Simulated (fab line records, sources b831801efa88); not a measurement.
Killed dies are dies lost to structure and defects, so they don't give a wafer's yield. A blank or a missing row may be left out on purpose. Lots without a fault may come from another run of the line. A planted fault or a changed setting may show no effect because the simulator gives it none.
Chamber matching | flow sfq_line | SFQ_TRILAYER_I1_VIA_ETCH_VIA_ETCH_052 on rie_diel-03: 4 sister chambers
The step etches SiO2 in CHF3, stops on Nb, target depth 260 nm. 14 wafers are shown with their chamber, then 7 later ones without.

WAFERS WITH THEIR CHAMBER
wafer  | chamber | bias_w (W) | chamber_pressure_mTorr (mTorr) | oes_product_au (a.u.)
L965.1 | 1       | 80.13      | 29.974                         | 0.853
L965.5 | 3       | 80.08      | 30.043                         | 0.859
L965.6 | 0       | 80.45      | 29.986                         | 0.856
L967.2 | 0       | 79.64      | 29.942                         | 0.859
L967.4 | 1       | 80.36      | 29.993                         | 0.860
L967.6 | 2       | 80.06      | 30.007                         | 0.854
L968.2 | 2       | 80.04      | 29.960                         | 0.855
L968.5 | 2       | 80.02      | 29.974                         | 0.856
L968.6 | 0       | 80.04      | 29.983                         | 0.853
L970.1 | 0       | 79.91      | 29.993                         | 0.856
L970.2 | 3       | 79.89      | 29.967                         | 0.857
L970.4 | 2       | 79.89      | 29.977                         | 0.853
L977.1 | 0       | 79.99      | 30.004                         | 0.859
L977.4 | 2       | 80.50      | 29.962                         | 0.864

SIGNATURES (means of the wafers above)
reading                | chamber 0 | chamber 1 | chamber 2 | chamber 3 | scatter within a chamber
bias_w                 | 80.0060   | 80.2450   | 80.1020   | 79.9850   | 0.245
chamber_pressure_mTorr | 29.98160  | 29.98350  | 29.97600  | 30.00500  | 0.0259
oes_product_au         | 0.85660   | 0.85650   | 0.85640   | 0.85800   | 0.00359
Rule: a wafer's distance from a chamber is the root of the sum, over the readings, of the square of ((its reading less the chamber's mean) divided by the reading's scatter). The wafer belongs to the nearest chamber; if the next one is less than 2 further off, it can't be placed. The scatter: the root of (the sum of the squares of (reading less its chamber's mean) over the shown wafers, divided by (wafers less chambers)).

WAFERS WITHOUT THEIR CHAMBER
wafer  | bias_w (W) | chamber_pressure_mTorr (mTorr) | oes_product_au (a.u.)
L977.6 | 80.23      | 30.030                         | 0.858
L982.1 | 79.87      | 29.978                         | 0.856
L982.3 | 79.95      | 30.024                         | 0.860
L982.4 | 79.69      | 29.970                         | 0.871
L985.2 | 80.27      | 30.018                         | 0.854
L985.3 | 79.96      | 30.040                         | 0.867
L985.4 | 80.07      | 29.991                         | 0.854

WHICH CHAMBER EACH WENT THROUGH
wafer  | from the rows above               | in truth
L977.6 | can't be placed: 3 or 1 or 0 or 2 | 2
L982.1 | can't be placed: 0 or 2 or 3 or 1 | 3
L982.3 | can't be placed: 3 or 0 or 2 or 1 | 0
L982.4 | can't be placed: 3 or 0 or 2 or 1 | 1
L985.2 | can't be placed: 1 or 3 or 2 or 0 | 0
L985.3 | can't be placed: 3 or 0 or 1 or 2 | 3
L985.4 | can't be placed: 0 or 2 or 1 or 3 | 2
Placed correctly: 0 of 7. Can't be placed from these rows: 7 (the true chamber is among the candidates in 7). Placed wrongly: 0.
